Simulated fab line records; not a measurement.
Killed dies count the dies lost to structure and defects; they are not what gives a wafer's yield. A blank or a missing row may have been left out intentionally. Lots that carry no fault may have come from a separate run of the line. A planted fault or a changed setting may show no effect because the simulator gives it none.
2 desks, one fault / flow sky130 / numbers are kept per desk, each desk with only its own; the story behind them comes last

FROM THE METROLOGY DESK
Lot by lot, what the gauges showed, no matter which tool ran the lot: averages of those sampled wafers that carry a number. Marked OUT: a lot whose mean sits more than 4 standard deviations from the usual mean, which makes it out of limits; the brackets give that distance.
Columns: A = POLY_GATE_CVD_03_THK at SKY_POLY_GATE_THK_MEAS_04, usual 75.5 nm; B = cdNm at SKY_POLY_GATE_CD_MEAS_13, usual 150.5 nm; C = POLY_GATE_OVL at SKY_POLY_GATE_OVL_MEAS_14, usual -3 nm
lot=L931; first seen here=day 15 03:59; A=75.3; B=153.8; C=-9
lot=L933; first seen here=day 16 06:00; A=75.2; B=149.1; C=1
lot=L936; first seen here=day 17 07:34; A=75.4; B=148.4; C=-2
lot=L937; first seen here=day 17 17:57; A=75.8; B=147.1; C=-0
lot=L945; first seen here=day 20 11:22; A=75.0; B=150.8; C=0
lot=L951; first seen here=day 22 09:13; A=75.6; B=153.1; C=9
This desk's finding: nothing out of limits on any of the 6 lots.

DESK OF THE TOOL OWNER: rieDiel-02
The tool's own readings at SKY_POLY_GATE_ETCH_16 (etches Si3N4 in CH3F/O2, stops on poly-Si, time 147.5 s, target depth 75 nm): means of the sampled wafers that have a number, for each lot that ran on this tool. Marked OUT: a lot whose mean sits more than 4 standard deviations from the usual mean, which makes it out of limits; the brackets give that distance.
Columns: A = drypumpMotorCurrentA at SKY_POLY_GATE_ETCH_16, usual 5.8 A; B = oesProductAu at SKY_POLY_GATE_ETCH_16, usual 0.642 a.u.; C = runLengthS at SKY_POLY_GATE_ETCH_16, usual 175.9 s; D = throttleValvePct at SKY_POLY_GATE_ETCH_16, usual 10.536 %
lot=L933; first seen here=day 17 10:48; A=5.9; B=0.644; C=175.6; D=10.532
lot=L936; first seen here=day 18 13:44; A=6.0; B=0.660; C=170.0 (-11) OUT; D=10.538
lot=L937; first seen here=day 19 00:24; A=5.9; B=0.664 (+4.1) OUT; C=169.8 (-12) OUT; D=10.541
This desk's verdict: out of limits on L936, L937, starting with L936 at day 18 13:44 (runLengthS at SKY_POLY_GATE_ETCH_16). In limits: L933.

ALL TOGETHER
At day 18 13:44, on L936, L937, the tool owner's desk was in a position to raise an alarm.
The metrology desk saw nothing out of limits.
The metrology desk holds a record of L936, L937, inside its limits.
On rieDiel-02, each named lot ran SKY_POLY_GATE_ETCH_16.

WHAT THE SIMULATOR PUT IN
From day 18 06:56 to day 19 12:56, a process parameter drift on rieDiel-02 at SKY_POLY_GATE_ETCH_16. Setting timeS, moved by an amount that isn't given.
Lots struck among those shown: L936, L937.
How many hours passed from the start of the fault until each desk's first out-of-limits reading: the tool owner's desk, 7.
